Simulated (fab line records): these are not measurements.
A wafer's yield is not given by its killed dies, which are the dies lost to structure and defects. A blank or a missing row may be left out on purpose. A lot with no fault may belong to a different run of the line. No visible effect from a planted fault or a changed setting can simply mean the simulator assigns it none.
Which tool did it? / flow gf180mcu / 14 lots with 42 wafers sampled at 3 steps, on a route of 602 steps

== WHAT THE GAUGES SHOWED, per wafer ==
GF_HV_LDD_OVL_MEAS_32.
lot=L146; measured=day 12 01:25; on=overlay-02; HV_LDD_02_OVL (nm)=-0.3 1.3 1.4
lot=L145; measured=day 12 02:04; on=overlay-02; HV_LDD_02_OVL (nm)=0.4 1.3 1.6
lot=L143; measured=day 12 04:10; on=overlay-01; HV_LDD_02_OVL (nm)=-2.0 -1.9 -3.0
lot=L147; measured=day 12 07:48; on=overlay-01; HV_LDD_02_OVL (nm)=0.3 -1.7 -0.7
lot=L148; measured=day 12 09:22; on=overlay-02; HV_LDD_02_OVL (nm)=-1.8 -0.3 -0.9
lot=L154; measured=day 14 03:12; on=overlay-01; HV_LDD_02_OVL (nm)=1.9 1.5 2.2
lot=L155; measured=day 14 11:04; on=overlay-01; HV_LDD_02_OVL (nm)=-0.4 0.8 -0.1
lot=L158; measured=day 15 16:40; on=overlay-01; HV_LDD_02_OVL (nm)=0.0 1.6 1.0
lot=L160; measured=day 16 05:22; on=overlay-01; HV_LDD_02_OVL (nm)=-0.8 -0.3 0.4
lot=L161; measured=day 16 17:27; on=overlay-02; HV_LDD_02_OVL (nm)=1.3 -0.1 1.5
lot=L162; measured=day 16 22:39; on=overlay-01; HV_LDD_02_OVL (nm)=-0.4 -0.3 0.1
lot=L163; measured=day 17 12:42; on=overlay-02; HV_LDD_02_OVL (nm)=0.8 1.2 2.7
lot=L164; measured=day 17 19:31; on=overlay-01; HV_LDD_02_OVL (nm)=-1.5 0.9 1.0
lot=L165; measured=day 18 06:22; on=overlay-01; HV_LDD_02_OVL (nm)=0.4 0.9 2.4

GF_HV_LDD_THK_MEAS_55.
lot=L146; measured=day 12 22:51; on=filmMetro-02; HV_LDD_CVD_54_THK (nm)=10.15 10.26 10.21
lot=L145; measured=day 13 00:29; on=filmMetro-03; HV_LDD_CVD_54_THK (nm)=10.21 10.26 10.15
lot=L143; measured=day 13 02:59; on=filmMetro-02; HV_LDD_CVD_54_THK (nm)=9.87 9.85 9.88
lot=L147; measured=day 13 05:29; on=filmMetro-01; HV_LDD_CVD_54_THK (nm)=10.25 10.19 10.22
lot=L148; measured=day 13 06:32; on=filmMetro-02; HV_LDD_CVD_54_THK (nm)=10.13 10.09 10.15
lot=L154; measured=day 15 02:13; on=filmMetro-03; HV_LDD_CVD_54_THK (nm)=10.08 10.19 10.23
lot=L155; measured=day 15 09:50; on=filmMetro-02; HV_LDD_CVD_54_THK (nm)=10.03 10.10 10.12
lot=L158; measured=day 16 19:01; on=filmMetro-01; HV_LDD_CVD_54_THK (nm)=9.96 10.09 9.91
lot=L160; measured=day 17 07:08; on=filmMetro-03; HV_LDD_CVD_54_THK (nm)=10.02 9.97 9.88
lot=L161; measured=day 17 20:31; on=filmMetro-02; HV_LDD_CVD_54_THK (nm)=9.94 10.05 9.99
lot=L162; measured=day 18 02:20; on=filmMetro-03; HV_LDD_CVD_54_THK (nm)=10.11 10.08 10.03
lot=L163; measured=day 18 16:31; on=filmMetro-01; HV_LDD_CVD_54_THK (nm)=9.71 9.84 9.77
lot=L164; measured=day 18 23:07; on=filmMetro-03; HV_LDD_CVD_54_THK (nm)=9.68 9.60 9.77
lot=L165; measured=day 19 10:11; on=filmMetro-03; HV_LDD_CVD_54_THK (nm)=10.14 9.97 10.00

GF_HV_LDD_THK_MEAS_57.
lot=L146; measured=day 13 00:20; on=filmMetro-02; HV_LDD_CVD_56_THK (nm)=90.1 90.6 90.3
lot=L145; measured=day 13 01:58; on=filmMetro-03; HV_LDD_CVD_56_THK (nm)=90.6 90.5 90.2
lot=L143; measured=day 13 04:28; on=filmMetro-01; HV_LDD_CVD_56_THK (nm)=90.8 90.9 90.5
lot=L147; measured=day 13 07:56; on=filmMetro-02; HV_LDD_CVD_56_THK (nm)=92.1 91.9 91.7
lot=L148; measured=day 13 08:20; on=filmMetro-01; HV_LDD_CVD_56_THK (nm)=88.3 89.4 89.8
lot=L154; measured=day 15 03:42; on=filmMetro-01; HV_LDD_CVD_56_THK (nm)=91.0 91.2 91.1
lot=L155; measured=day 15 11:20; on=filmMetro-03; HV_LDD_CVD_56_THK (nm)=90.5 89.8 89.4
lot=L158; measured=day 16 20:30; on=filmMetro-02; HV_LDD_CVD_56_THK (nm)=89.5 89.7 89.9
lot=L160; measured=day 17 08:37; on=filmMetro-03; HV_LDD_CVD_56_THK (nm)=90.5 89.8 90.5
lot=L161; measured=day 17 22:00; on=filmMetro-02; HV_LDD_CVD_56_THK (nm)=89.6 89.3 89.5
lot=L162; measured=day 18 03:49; on=filmMetro-02; HV_LDD_CVD_56_THK (nm)=89.1 89.8 89.9
lot=L163; measured=day 18 17:59; on=filmMetro-03; HV_LDD_CVD_56_THK (nm)=90.5 90.9 90.4
lot=L164; measured=day 19 00:36; on=filmMetro-01; HV_LDD_CVD_56_THK (nm)=90.0 89.9 90.7
lot=L165; measured=day 19 11:40; on=filmMetro-03; HV_LDD_CVD_56_THK (nm)=89.2 89.8 89.2

== EACH LOT AND THE TOOL THAT RAN IT (in order: tool; ch and the chambers of the sampled wafers; start) ==
No process step before these readings appears in the record.

== AS READ BY THE TOOLS THEMSELVES (means over the sampled wafers that have a number; for cases with no such wafer, the mark the record gives instead) ==
The record holds no such reading with a usual standard deviation.

== THE ANSWER, worked out from the rows above alone ==
Rule: what is usual is taken from the lots themselves. The widest of any qualifying gaps counts: lots, ordered by their means at a reading, are off when they make up no more than a third of the lots, leave a main group of 4 or more, and stand apart from it by 3 or more times the standard deviation of that group's means. The tables above print the reading to a certain number of digits; a main group whose means all agree to those digits is not used. A lot without any number at a reading at which 4 lots or more have one is off too. Where the step has rows for the other lots, those lots are counted as sound. After the gauges, taken in route order, come the tools' own readings; for these a lot's mean is taken, as printed above. The first step at which some lot is off is used, and at that step the reading that is off furthest; a lot without a number counts as furthest.
Across all readings shown, no lot is off: no conclusion can be drawn from this.

== WHAT THE SIMULATOR HAD PUT IN ==
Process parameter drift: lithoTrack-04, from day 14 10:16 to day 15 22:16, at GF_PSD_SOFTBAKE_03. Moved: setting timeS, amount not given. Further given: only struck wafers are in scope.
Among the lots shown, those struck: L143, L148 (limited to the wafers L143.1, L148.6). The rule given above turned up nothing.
